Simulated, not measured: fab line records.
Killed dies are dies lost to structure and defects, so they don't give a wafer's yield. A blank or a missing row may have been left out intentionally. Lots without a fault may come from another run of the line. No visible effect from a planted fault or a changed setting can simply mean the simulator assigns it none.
A struck lot beside a sound one	flow sky130	16 steps out of a route of 708
Sound: the wafers L281.3, L281.4, L281.6. Wafers struck: L294.3, L294.4, L294.6. The cause comes at the end.
Order at every step that has rows: each side's tool, ch and its chambers, its first start. Under that, the readings that differ: sound wafers	struck wafers	difference of the means	sigmas: that difference in standard deviations of wafers without a fault.
alike: readings with means less than 2 such deviations apart, plus words and numbers identical on both sides. not compared: withheld readings, readings lacking a value on some wafer, bounds such as >300 that could conceal the same value, and numbers that have no deviation in the record and whose values overlap.
The two part at a step that has a row with sigmas, a row that says differs or no value, or rows on one side only. Non-overlapping numbers with no deviation appear without sigmas and do not part them. A reading that every wafer of one side lacks parts them only if that side has two wafers or more.

SKY_NWELL_RS_MEAS_29: the measuring method here is four-point-probe.
  sound on filmMetro-04, day 5 15:31; struck on filmMetro-04, day 8 18:22
  alike: NWELL_RS
SKY_NWELL_RS_MEAS_31: the measuring method here is four-point-probe.
  sound on filmMetro-04, day 5 15:46; struck on filmMetro-04, day 8 18:37
  alike: PWDE_RS
then, 7 steps without rows for these wafers: SKY_VT_ADJUST_HVTP_DEHYDRATE_00 (time 60 s); SKY_VT_ADJUST_HVTP_HMDS_01 (prime time 60 s); SKY_VT_ADJUST_HVTP_COAT_02 (resist thk 1140 nm); SKY_VT_ADJUST_HVTP_SOFTBAKE_03 (time 60 s); SKY_VT_ADJUST_HVTP_EXPOSE_04 (exposes mask HVTPM, target cd 380 nm); SKY_VT_ADJUST_HVTP_PEB_05; SKY_VT_ADJUST_HVTP_DEVELOP_06 (develop time 60 s).
SKY_VT_ADJUST_HVTP_CD_MEAS_07: the cd target is 380 nm.
  sound on cdSem-02, day 6 09:14; struck on cdSem-01, day 9 14:59
  alike: cdNm
SKY_VT_ADJUST_HVTP_OVL_MEAS_08:
  sound on overlay-01, day 6 09:20; struck on overlay-01, day 9 15:05
reading	sound	struck	difference	sigmas
VT_ADJUST_HVTP_OVL (nm)	2.1 2.9 2.1	-1.2 0.7 -0.9	-2.8	-2
SKY_VT_ADJUST_HVTP_IMPLANT_09:
  sound on implanter-01 ch 0, day 6 09:24; struck on implanter-04 ch 0, day 9 15:09
reading	sound	struck	difference	sigmas
beamEnergyKeV	149.96 150.07 150.02	131.91 131.91 131.94	-18.10	-99 or more
model.implant.rpNm (nm)	84.24 84.24 84.24	76.47 76.47 76.47	-7.77	
model.implant.drpNm (nm)	33.4 33.4 33.4	30.12 30.12 30.12	-3.28	
SKY_VT_ADJUST_HVTP_STRIP_10: strips in O2/N2.
  sound on plasmaAsher-03 ch 0,1, day 6 09:32; struck on plasmaAsher-02 ch 0,1, day 9 15:17
  alike: drypumpMotorCurrentA, oesProductAu, stripTimeToEndpointS
  not compared: rfHoursCounterH
SKY_VT_ADJUST_HVTP_TW_MEAS_11:
  sound on filmMetro-03, day 6 09:37; struck on filmMetro-02, day 9 15:22
reading	sound	struck	difference	sigmas
VT_ADJUST_HVTP_TW	1356 1351 1347	1305 1312 1305	-44	-5
then, 1 step without rows for these wafers: SKY_VT_ADJUST_LVTN_DEHYDRATE_00 (time 60 s).
-- record jumps: 39 days separate the struck wafers' starts on either side; left off in module VT_ADJUST_LVTN, taken up again in module PAD_OPEN, whose first shown step is the route's number 708 --
SKY_PAD_OPEN_PROBE_99:
  sound on prober-01, day 46 01:31; struck on prober-02, day 48 22:04
reading	sound	struck	difference	sigmas
model.etest.tipP.rsOhmSq	6854 6883 6820	7240 7274 7237	+398	
model.etest.pfet_01v8.driveUaUm	186.8 182.2 185.8	178.4 180.4 179.9	-5.4	
model.etest.pfet_01v8_mvt.driveUaUm	148.4 147.4 147.8	138.7 139.7 140.4	-8.3	
model.etest.pfet_01v8_hvt.driveUaUm	139.8 136.6 137.6	132.3 135.6 134.4	-3.9	
model.etest.sramPfetLatch.driveUaUm	140 135.7 137.8	129.9 132.4 131.9	-6.4	
model.etest.pfet_01v8_mvt.offLog10AUm	-10.85 -10.59 -10.7	-12.21 -12.13 -12.23	-1.48	
model.etest.pfet_01v8.offLog10AUm	-9.766 -10.05 -9.908	-11.14 -11.01 -11.1	-1.18	
  alike: killed_at_M0_to_M3, killed_at_M4_up, killedAtContacts, killedAtFrontEnd, killedAtOther, killedDies, killedOnRim, killedOpen, killedShort
  not compared: model.etest.pfet_01v8.rOnOhmUm

== WHERE THEY PART ==
Earliest at SKY_VT_ADJUST_HVTP_OVL_MEAS_08; latest, in this record, at SKY_VT_ADJUST_HVTP_TW_MEAS_11. Later steps at which nothing parts them and some readings are alike: SKY_PAD_OPEN_PROBE_99.

WHY: the cause the simulator had injected
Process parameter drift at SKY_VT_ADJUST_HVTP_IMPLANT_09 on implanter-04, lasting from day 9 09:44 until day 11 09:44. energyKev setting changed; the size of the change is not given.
